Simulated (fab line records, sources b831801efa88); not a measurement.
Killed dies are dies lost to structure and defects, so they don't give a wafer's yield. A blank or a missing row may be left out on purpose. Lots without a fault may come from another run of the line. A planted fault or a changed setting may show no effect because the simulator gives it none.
fab line records | flow gf180mcu | part 2 of 2: steps 29 to 41 of 41
record lots=5 wafers=15 last_day=34
route steps=602 shown HV_LDD@211 NSD@235 PSD@248
lots that met no fault: from a run of the same line without faults
start_h: hours from the record's first day to the start of the lot's first wafer shown | wait_h: hours since the lot's step before | " the same as in the row above | L1.1+2: a row that stands for several wafers | - no value, or no start given | * or withheld: withheld | < > ~ a bound
route shown NAME@n: a module of which the file shows steps, and the number in the route of the first | usual: mean/standard deviation of fault-free wafers | same: alike in all rows | chamber/n: place in a boat | sites: the reading at each site | _std_site: their standard deviation | _edge_site: outer sites' mean less inner sites' | radius_mm: how far each site lies from the wafer's centre | mask NAME#n: copy n | behind: the tool/chamber that last shaped the wafer | hold: why the lot was held/for how many hours/how that ended | device: the transistor (n, p or np) that didn't switch | end of line: the same wafers' tests at the end of the route | a step without rows: its recipe alone | killed: dies lost to structure and defects at the first sort, not the wafer's yield | map: a wafer's dies, x killed, . not, _ none there
set.NAME: the setting as run; set.NAME@STEP: as run at that earlier step | model.NAME: the simulator's own value behind a step, which no gauge read
lots at some steps of the route; a table a step, a row a wafer
services: from which hour (start_h, from the record's first day; less than 0 if before it) a tool's chamber was out of use, for how many hours, and why
## steps
# step GF_NSD_PEB_05
# recipe temp_c=withheld time_s=* resist=NOVOLAK
# same time_s=*
# columns lot.wafer tool chamber start_h wait_h
L077.1+4+5 litho_track-01 0 - -
L087.1+3+4 litho_track-01 0 - -
L092.1+3+4 litho_track-04 0 - -
L093.2+4+6 litho_track-04 0 - -
L095.1+2+4 litho_track-03 0 - -
# step GF_NSD_DEVELOP_06
# recipe develop_time_s=60 dev_temp_c=23
# columns lot.wafer tool chamber start_h wait_h
L077.1+4+5 litho_track-01 0 320.66 0.1
L087.1+3+4 litho_track-01 0 403.01 0.1
L092.1+3+4 litho_track-04 0 445.01 0.1
L093.2+4+6 litho_track-04 0 452.13 0.1
L095.1+2+4 litho_track-03 0 464.72 0.1
# step GF_NSD_CD_MEAS_07
# recipe target_cd_nm=400
# usual cd_nm=400.3/2.1
# columns lot.wafer tool chamber start_h wait_h cd_nm
L077.1 cd_sem-01 - 320.81 0.1 397.7
L077.4 " - " " 396.0
L077.5 " - " " 395.0
L087.1 cd_sem-02 - 403.16 0.1 398.1
L087.3 " - " " 398.1
L087.4 " - " " 396.9
L092.1 cd_sem-02 - 445.16 0.1 399.4
L092.3 " - " " 399.7
L092.4 " - " " 399.5
L093.2 cd_sem-02 - 452.28 0.1 399.2
L093.4 " - " " 400.7
L093.6 " - " " 398.9
L095.1 cd_sem-02 - 464.87 0.1 403.4
L095.2 " - " " 401.8
L095.4 " - " " 404.5
# step GF_NSD_OVL_MEAS_08
# usual NSD_OVL=0.2/1.6
# columns lot.wafer tool chamber start_h wait_h NSD_OVL[nm]
L077.1 overlay-01 - 320.93 0.1 -1.7
L077.4 " - " " -1.5
L077.5 " - " " -1.9
L087.1 overlay-01 - 403.28 0.1 -1.5
L087.3 " - " " -2.0
L087.4 " - " " -0.5
L092.1 overlay-01 - 445.28 0.1 -1.1
L092.3 " - " " 2.0
L092.4 " - " " 0.3
L093.2 overlay-02 - 452.38 0.1 0.3
L093.4 " - " " 0.5
L093.6 " - " " 3.0
L095.1 overlay-02 - 464.99 0.1 1.3
L095.2 " - " " 2.1
L095.4 " - " " 1.8
# step GF_NSD_IMPLANT_09
# recipe species=As energy_kev=58.52 dose_cm2=4e+15 tilt_deg=7
# columns lot.wafer tool chamber start_h wait_h
L077.1+4+5 implanter-04 0 320.97 0.0
L087.1+3+4 implanter-04 0 403.32 0.0
L092.1+3+4 implanter-02 0 445.31 0.0
L093.2+4+6 implanter-03 0 452.44 0.0
L095.1+2+4 implanter-02 0 465.03 0.0
# step GF_NSD_IMPLANT_10
# recipe species=P energy_kev=40 dose_cm2=5e+14 tilt_deg=7
# columns lot.wafer tool chamber start_h wait_h
L077.1+4+5 implanter-04 0 321.12 0.1
L087.1+3+4 implanter-04 0 403.47 0.1
L092.1+3+4 implanter-02 0 445.46 0.1
L093.2+4+6 implanter-03 0 452.59 0.1
L095.1+2+4 implanter-02 0 465.18 0.1
# step GF_NSD_STRIP_11
# recipe chemistry=O2/N2 power_w=1400 pressure_mtorr=1500 platen_temp_c=250 o2_flow_sccm=3000 n2_flow_sccm=300 overash_fraction=0.5
# usual drypump_motor_current_A=5.7/0.35 heater_power_w=335/60 oes_product_au=0.489/0.0048 strip_time_to_endpoint_s=22.76/0.041
# columns lot.wafer tool chamber start_h wait_h drypump_motor_current_A heater_power_w oes_product_au rf_hours_counter_h strip_time_to_endpoint_s
L077.1 plasma_asher-04 0 321.27 0.1 5.5 330 0.491 65 22.82
L077.4 " 1 " " 5.2 279 0.494 - 22.80
L077.5 " 0 " " 5.5 322 0.484 - 22.79
L087.1 plasma_asher-03 0 403.62 0.1 6.0 422 0.490 77 22.77
L087.3 " 1 " " 5.4 261 0.495 - 22.73
L087.4 " 0 " " 6.0 433 0.488 - 22.74
L092.1 plasma_asher-04 0 445.61 0.1 5.5 333 0.499 1 22.87
L092.3 " 0 " " 5.5 325 0.494 - 22.84
L092.4 " 1 " " 5.2 277 0.484 - 22.82
L093.2 plasma_asher-04 0 452.71 0.1 5.5 317 0.493 2 22.74
L093.4 " 0 " " 5.5 318 0.490 - 22.75
L093.6 " 1 " " 5.3 280 0.486 - 22.76
L095.1 plasma_asher-02 1 465.33 0.1 5.7 348 0.493 67 22.73
L095.2 " 0 " " 6.2 353 0.482 67 22.71
L095.4 " 0 " " 6.2 358 0.491 - 22.74
# step GF_NSD_TW_MEAS_12
# usual NSD_TW=4217/18
# columns lot.wafer tool chamber start_h wait_h NSD_TW
L077.1 film_metro-01 - 321.37 0.1 4210
L077.4 " - " " 4172
L077.5 " - " " 4182
L087.1 film_metro-04 - 403.72 0.1 4234
L087.3 " - " " 4189
L087.4 " - " " 4212
L092.1 film_metro-01 - 445.71 0.1 4238
L092.3 " - " " 4244
L092.4 " - " " 4220
L093.2 film_metro-01 - 452.82 0.1 4225
L093.4 " - " " 4234
L093.6 " - " " 4228
L095.1 film_metro-03 - 465.43 0.1 4221
L095.2 " - " " 4206
L095.4 " - " " 4217
# step GF_PSD_DEHYDRATE_00
# recipe temp_c=200 time_s=60
# same time_s=60
# columns lot.wafer tool chamber start_h wait_h
L077.1+4+5 litho_track-03 0 331.73 10.3
L087.1+3+4 litho_track-03 0 414.42 10.7
L092.1+3+4 litho_track-02 0 457.00 11.3
L093.2+4+6 litho_track-02 0 463.83 11.0
L095.1+2+4 litho_track-02 0 477.20 11.8
# step GF_PSD_HMDS_01
# recipe prime_time_s=60 prime_temp_c=120
# columns lot.wafer tool chamber start_h wait_h
L077.1+4+5 litho_track-03 0 331.88 0.1
L087.1+3+4 litho_track-03 0 414.57 0.1
L092.1+3+4 litho_track-02 0 457.15 0.1
L093.2+4+6 litho_track-02 0 463.98 0.1
L095.1+2+4 litho_track-02 0 477.35 0.1
# step GF_PSD_COAT_02
# recipe resist=NOVOLAK spin_rpm=3000 resist_thk_nm=1000
# columns lot.wafer tool chamber start_h wait_h
L077.1+4+5 litho_track-03 0 332.03 0.1
L087.1+3+4 litho_track-03 0 414.72 0.1
L092.1+3+4 litho_track-02 0 457.30 0.1
L093.2+4+6 litho_track-02 0 464.13 0.1
L095.1+2+4 litho_track-02 0 477.50 0.1
# step GF_PSD_SOFTBAKE_03
# recipe temp_c=90 time_s=60 resist=NOVOLAK
# same time_s=60
# columns lot.wafer tool chamber start_h wait_h
L077.1+4+5 litho_track-03 0 332.18 0.1
L087.1+3+4 litho_track-03 0 414.87 0.1
L092.1+3+4 litho_track-02 0 457.45 0.1
L093.2+4+6 litho_track-02 0 464.28 0.1
L095.1+2+4 litho_track-02 0 477.65 0.1
# step GF_PSD_EXPOSE_04
# recipe mask_id=Pplus target_cd_nm=400 na=0.6 source_shape=conventional sigma_outer=0.6 dose_mj=140
# usual reticle_temp_C=23.01/0.12
# columns lot.wafer tool chamber start_h wait_h mask reticle_temp_C
L077.1 iline_stepper-01 0 - - Pplus#0 22.96
L077.4 " 0 " " Pplus#0 22.88
L077.5 " 0 " " Pplus#0 23.10
L087.1 iline_stepper-02 0 - - Pplus#0 22.96
L087.3 " 0 " " Pplus#0 23.12
L087.4 " 0 " " Pplus#0 23.01
L092.1 iline_stepper-01 0 - - Pplus#0 23.09
L092.3 " 0 " " Pplus#0 22.98
L092.4 " 0 " " Pplus#0 23.01
L093.2 iline_stepper-01 0 - - Pplus#0 22.85
L093.4 " 0 " " Pplus#0 22.87
L093.6 " 0 " " Pplus#0 23.07
L095.1 iline_stepper-01 0 - - Pplus#0 22.94
L095.2 " 0 " " Pplus#0 23.08
L095.4 " 0 " " Pplus#0 22.97
## services
# columns tool chamber start_h hours kind
plasma_asher-04 - 256.14 12.0 repair
plasma_asher-01 - 256.35 0.7 repair
implanter-03 - 257.49 3.4 pm
plasma_asher-03 - 258.49 3.5 repair
plasma_asher-02 - 269.59 23.2 repair
plasma_asher-04 - 272.31 3.5 repair
implanter-01 - 283.38 3.3 repair
iline_stepper-02 - 289.35 1.7 pm
implanter-04 - 290.77 5.7 repair
plasma_asher-02 - 292.77 4.9 pm
iline_stepper-01 - 295.38 1.7 pm
plasma_asher-02 - 324.30 2.4 repair
implanter-02 - 327.62 2.5 repair
implanter-01 - 329.48 3.0 repair
wet_bench-04 - 335.50 5.2 repair
implanter-04 - 341.76 2.9 repair
implanter-02 - 343.14 4.4 pm
iline_stepper-02 - 349.79 2.1 pm
implanter-04 - 350.16 3.4 repair
lpcvd-01 - 351.56 1.8 repair
implanter-04 - 397.51 3.8 pm
implanter-02 - 408.10 1.7 repair
implanter-04 - 414.07 1.5 repair
implanter-02 - 470.14 4.8 repair
